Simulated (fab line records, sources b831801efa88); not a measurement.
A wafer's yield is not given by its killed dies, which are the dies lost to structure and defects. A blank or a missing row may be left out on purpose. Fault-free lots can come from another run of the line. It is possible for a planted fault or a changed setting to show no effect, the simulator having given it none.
Check of tool commonality -- flow gf180mcu -- 33 wafers sampled across 11 lots

REASON IT WAS OPENED
2 of 11 lots carry a flag on the reading NSD_RS at GF_PSD_RS_MEAS_14. Wafers without a fault read 46.12 ohm/sq, standard deviation 0.091.
Rule: flag the lot when none of its wafers has a number, or when each of its wafers that has one lies beyond 4 standard deviations from that mean. The rest of the lots are taken to be sound.

lot,measured,on,"NSD_RS (ohm/sq), wafer by wafer",flag
L718,day 14 05:29,film-metro-03,46.11 46.11 46.19,
L719,day 14 10:47,film-metro-04,46.07 46.10 46.13,
L720,day 14 22:14,film-metro-03,46.10 46.19 46.16,
L725,day 16 16:40,film-metro-04,46.20 46.17 46.18,
L728,day 17 18:57,film-metro-02,44.71 44.62 44.69,FLAGGED
L729,day 18 00:37,film-metro-04,44.87 44.84 44.87,FLAGGED
L735,day 20 08:10,film-metro-02,45.96 46.05 46.04,
L736,day 20 19:41,film-metro-03,46.01 46.09 46.06,
L737,day 21 06:46,film-metro-03,46.03 46.08 46.14,
L740,day 22 03:28,film-metro-04,46.14 46.05 46.14,
L741,day 22 04:47,film-metro-03,46.22 46.14 46.19,
On average the flagged lots' numbers are 44.77 ohm/sq, which is -1.35 ohm/sq against the usual, or -15 standard deviations.

WHICH TOOL RAN EACH LOT
3 process steps preceding the reading are held in the record, out of 602 steps in the route. Cell contents, in order: the tool; ch with the chambers the sampled wafers went through; the start.
lot,flag,GF_LVPWELL_STRIP_10,GF_NSD_IMPLANT_09,GF_NSD_STRIP_11
L718,,"plasma-asher-02 ch 1, day 3 22:38","implanter-04 ch 0, day 13 08:58","plasma-asher-04 ch 0,1, day 13 09:16"
L719,,"plasma-asher-03 ch 0,1, day 4 03:44","implanter-04 ch 0, day 13 14:37","plasma-asher-01 ch 0,1, day 13 14:55"
L720,,"plasma-asher-03 ch 0,1, day 4 08:13","implanter-02 ch 0, day 14 00:59","plasma-asher-04 ch 0,1, day 14 01:17"
L725,,"plasma-asher-03 ch 0,1, day 5 12:53","implanter-04 ch 0, day 15 17:04","plasma-asher-03 ch 0,1, day 15 17:22"
L728,FLAGGED,"plasma-asher-03 ch 0,1, day 6 06:38","implanter-04 ch 0, day 16 19:27","plasma-asher-04 ch 0,1, day 16 19:44"
L729,FLAGGED,"plasma-asher-03 ch 0,1, day 6 10:17","implanter-04 ch 0, day 17 00:22","plasma-asher-04 ch 0,1, day 17 00:39"
L735,,"plasma-asher-01 ch 0,1, day 7 20:04","implanter-01 ch 0, day 19 07:26","plasma-asher-03 ch 0,1, day 19 07:44"
L736,,"plasma-asher-01 ch 0,1, day 8 02:32","implanter-04 ch 0, day 19 18:28","plasma-asher-03 ch 0,1, day 19 18:44"
L737,,"plasma-asher-02 ch 0,1, day 8 07:25","implanter-04 ch 0, day 20 05:53","plasma-asher-04 ch 0,1, day 20 06:10"
L740,,"plasma-asher-03 ch 0,1, day 9 01:04","implanter-04 ch 0, day 21 03:28","plasma-asher-04 ch 0, day 21 03:44"
L741,,"plasma-asher-03 ch 0,1, day 9 05:52","implanter-04 ch 0, day 21 04:44","plasma-asher-03 ch 1, day 21 05:02"
What the steps here do:
- GF_LVPWELL_STRIP_10: strips in O2/N2.
- GF_NSD_IMPLANT_09
- GF_NSD_STRIP_11: strips in O2/N2.
- GF_PSD_RS_MEAS_14: measures by four-point-probe.

FLAGGED AGAINST TOTAL, ONE TOOL AT A TIME (gauges that did the reading follow at the end)
step,tool,lots run,flagged,share of the flagged lots,sound lots run after its first flagged lot
GF_LVPWELL_STRIP_10,plasma-asher-01,2,0,none,-
GF_LVPWELL_STRIP_10,plasma-asher-02,2,0,none,-
GF_LVPWELL_STRIP_10,plasma-asher-03,7,2,all,"2 (L740,L741)"
GF_NSD_IMPLANT_09,implanter-01,1,0,none,-
GF_NSD_IMPLANT_09,implanter-02,1,0,none,-
GF_NSD_IMPLANT_09,implanter-04,9,2,all,"4 (L736,L737,L740,L741)"
GF_NSD_STRIP_11,plasma-asher-01,1,0,none,-
GF_NSD_STRIP_11,plasma-asher-03,4,0,none,-
GF_NSD_STRIP_11,plasma-asher-04,6,2,all,"2 (L737,L740)"
GF_PSD_RS_MEAS_14,film-metro-02,2,1,some,1 (L735)
GF_PSD_RS_MEAS_14,film-metro-03,5,0,none,-
GF_PSD_RS_MEAS_14,film-metro-04,4,1,some,1 (L740)

THE TABLE: WHAT IT ALLOWS
All flagged lots were run by 3 table rows, namely plasma-asher-03 at GF_LVPWELL_STRIP_10, implanter-04 at GF_NSD_IMPLANT_09, plasma-asher-04 at GF_NSD_STRIP_11.
- plasma-asher-03 at GF_LVPWELL_STRIP_10: 2 of its 7 lots flagged. After the first flagged lot (L740, L741), sound lots still ran on it; a lasting fault on the whole tool would not permit that.
- implanter-04 at GF_NSD_IMPLANT_09: 2 of its 9 lots flagged. After the first flagged lot (L736, L737, L740, L741), sound lots still ran on it; a lasting fault on the whole tool would not permit that. Its own readings (beam-energy-keV) fall more than 4 standard deviations out on all wafers of the flagged lots.
- plasma-asher-04 at GF_NSD_STRIP_11: 2 of its 6 lots flagged. After the first flagged lot (L737, L740), sound lots still ran on it; a lasting fault on the whole tool would not permit that. Its own readings (strip-time-to-endpoint-s) fall more than 4 standard deviations out on all wafers of the flagged lots.
No row of the table ran every flagged lot and no sound lot after the first.

WHAT THE SIMULATOR HAD INSERTED
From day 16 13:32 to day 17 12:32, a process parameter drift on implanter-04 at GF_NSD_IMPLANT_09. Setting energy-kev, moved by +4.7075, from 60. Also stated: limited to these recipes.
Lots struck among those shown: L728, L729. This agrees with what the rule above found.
